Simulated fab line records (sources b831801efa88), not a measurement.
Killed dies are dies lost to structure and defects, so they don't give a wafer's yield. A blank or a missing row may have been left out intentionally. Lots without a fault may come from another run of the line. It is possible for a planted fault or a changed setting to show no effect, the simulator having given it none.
Matching of chambers    flow sky130    3 sister chambers for SKY_CONTACT_CVD_00 on pecvd-01
The step deposits Si3N4, target thk 75 nm. 3 wafers are shown with their chamber, then 12 later ones without.

## WAFERS, EACH WITH ITS CHAMBER
wafer   chamber  heater-power-w (W)
L093.1  2        573
L093.2  1        617
L093.6  0        646

## WAFERS WHOSE CHAMBER IS MISSING
wafer   heater-power-w (W)
L095.1  601
L095.2  473
L095.3  660
L095.4  454
L095.5  655
L095.6  605
L096.1  702
L096.2  483
L096.3  626
L096.4  680
L096.5  482
L096.6  649

## EACH ONE'S CHAMBER
wafer   from the rows above           in truth
L095.1  can't be placed: 1 or 2 or 0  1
L095.2  can't be placed: 2 or 1 or 0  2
L095.3  can't be placed: 0 or 1 or 2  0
L095.4  can't be placed: 2 or 1 or 0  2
L095.5  can't be placed: 0 or 1 or 2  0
L095.6  can't be placed: 1 or 2 or 0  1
L096.1  can't be placed: 0 or 1 or 2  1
L096.2  can't be placed: 2 or 1 or 0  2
L096.3  can't be placed: 1 or 0 or 2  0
L096.4  can't be placed: 0 or 1 or 2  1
L096.5  can't be placed: 2 or 1 or 0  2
L096.6  can't be placed: 0 or 1 or 2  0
Placed correctly: 0 of 12. Not placeable from these rows: 12 (in 12, the candidates include the true chamber). Placed wrongly: 0.
How it was worked out, from the rows above alone: a wafer's distance from a chamber is the root of the sum, over the readings, of the square of ((its reading less the chamber's mean) divided by the reading's scatter). The wafer belongs to the nearest chamber; if the next one is less than 2 further off, it can't be placed. A chamber's mean is the mean of its shown wafers. The scatter (one wafer shown for each chamber): square how far every hidden wafer sits from the nearest shown wafer, average those squares and take the square root.
